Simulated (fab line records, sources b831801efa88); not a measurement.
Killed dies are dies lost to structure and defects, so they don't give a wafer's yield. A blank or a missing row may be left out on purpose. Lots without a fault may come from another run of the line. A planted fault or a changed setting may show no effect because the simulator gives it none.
A struck lot beside a sound one | flow gf180mcu | 20 steps out of a route of 602
Sound: wafers L812.1, L812.4, L812.6. Struck: wafers L806.2, L806.4, L806.5. The cause comes at the end.
At each step with rows: each side's tool, then ch and its chambers, then its first start. Under that, the readings that differ: sound wafers | struck wafers | difference of the means | sigmas: that difference in standard deviations of wafers without a fault.
alike: readings whose means differ by less than 2 such deviations, and words and numbers that are the same on both sides. not compared: withheld readings, readings that some wafer has no value for, bounds like >300 that may hide the same value, and numbers for which the record gives no deviation and whose values overlap.
The two part at a step that has a row with sigmas, a row that says differs or no value, or rows on one side only. Numbers that don't overlap but have no deviation are shown without sigmas and don't part them. A reading that every wafer of one side lacks parts them only if that side has two wafers or more.

first, 6 steps without rows for these wafers: GF_M4_HMDS_08 (prime time 60 s); GF_M4_COAT_09 (resist thk 1000 nm); GF_M4_SOFTBAKE_10 (time 60 s); GF_M4_EXPOSE_11 (exposes mask Metal4, target cd 280 nm); GF_M4_PEB_12 (peb time 90 s); GF_M4_DEVELOP_13 (develop time 60 s).
GF_M4_CD_MEAS_14: target cd 280 nm.
  sound on cd_sem-02, day 28 15:44; struck on cd_sem-01, day 26 20:46
  alike: cd_nm
GF_M4_OVL_MEAS_15:
  sound on overlay-02, day 28 15:52; struck on overlay-01, day 26 20:52
  reading     | sound | struck    | difference | sigmas
  M4_OVL (nm) | 4 2 2 | -12 -8 -7 | -12        | -2
GF_M4_METAL_ETCH_16: etches the open film in Cl2/BCl3, stops on SiO2, target depth 750.8 nm, time 125.1 s.
  sound on rie_metal-03 ch 0,1, day 28 15:54; struck on rie_metal-01 ch 0, day 26 20:53
  alike: drypump_motor_current_A, he_backside_leak_sccm, oes_product_au, throttle_valve_pct
  not compared: rf_hours_counter_h
GF_M4_STRIP_17: strips in O2/N2.
  sound on plasma_asher-02 ch 0,1, day 28 16:02; struck on plasma_asher-02 ch 0,1, day 26 21:01
  reading                      | sound          | struck         | difference | sigmas
  strip_time_to_endpoint_s (s) | 7.56 7.48 7.50 | 7.39 7.36 7.39 | -0.13      | -2
  alike: drypump_motor_current_A, heater_power_w, oes_product_au
  not compared: rf_hours_counter_h
then, 2 steps without rows for these wafers: GF_M4_STRIP_18 (strips in post etch residue remover, time 1200 s); GF_M4_CLEAN_19 (cleans in DIW).
GF_V4_CVD_00: deposits SiO2, target thk 600 nm, time 100 s.
  sound on hdpcvd-02 ch 0,1,2, day 28 16:36; struck on hdpcvd-01 ch 0,1, day 26 21:48
GF_V4_THK_MEAS_01:
  sound on film_metro-01, day 28 16:41; struck on film_metro-04, day 26 21:53
  reading            | sound       | struck         | difference | sigmas
  V4_CVD_00_THK (nm) | 606 617 598 | 1207 1201 1222 | +603       | +76
GF_V4_CVD_02: deposits SiO2 from TEOS, target thk 850 nm, time 94.851 s.
  sound on pecvd-01 ch 0,2, day 28 16:44; struck on pecvd-03 ch 0,2, day 26 21:56
  alike: heater_power_w
  not compared: since_wet_clean_h
GF_V4_THK_MEAS_03:
  sound on film_metro-04, day 28 16:48; struck on film_metro-01, day 26 22:01
  alike: V4_CVD_02_THK
GF_V4_CMP_04: polishes SiO2.
  sound on cmp-01 ch 0,1,3, day 28 16:52; struck on cmp-02 ch 1,2,3, day 26 22:04
  alike: motor_current_A, slurry_filter_dp_kPa, time_to_endpoint_s
GF_V4_BOW_MEAS_05:
  sound on film_metro-01, day 28 17:13; struck on film_metro-01, day 26 22:32
  reading     | sound       | struck      | difference | sigmas
  V4_BOW (um) | 129 125 124 | 165 166 171 | +41        | +5
then, 1 step without rows for these wafers: GF_V4_DEHYDRATE_06 (time 60 s).
-- the record jumps here: 5 days lie between the struck wafers' starts before and after (it left off in module V4 and takes up again in module PASSIVATION, whose first step shown is number 602 of the route) --
GF_PASSIVATION_PROBE_99:
  the record has rows for the struck wafers here (prober-01, day 31 23:16) and none for the sound ones

WHERE THEY PART
First at GF_M4_OVL_MEAS_15; last, within this record, at GF_PASSIVATION_PROBE_99.

WHY: what the simulator had put in
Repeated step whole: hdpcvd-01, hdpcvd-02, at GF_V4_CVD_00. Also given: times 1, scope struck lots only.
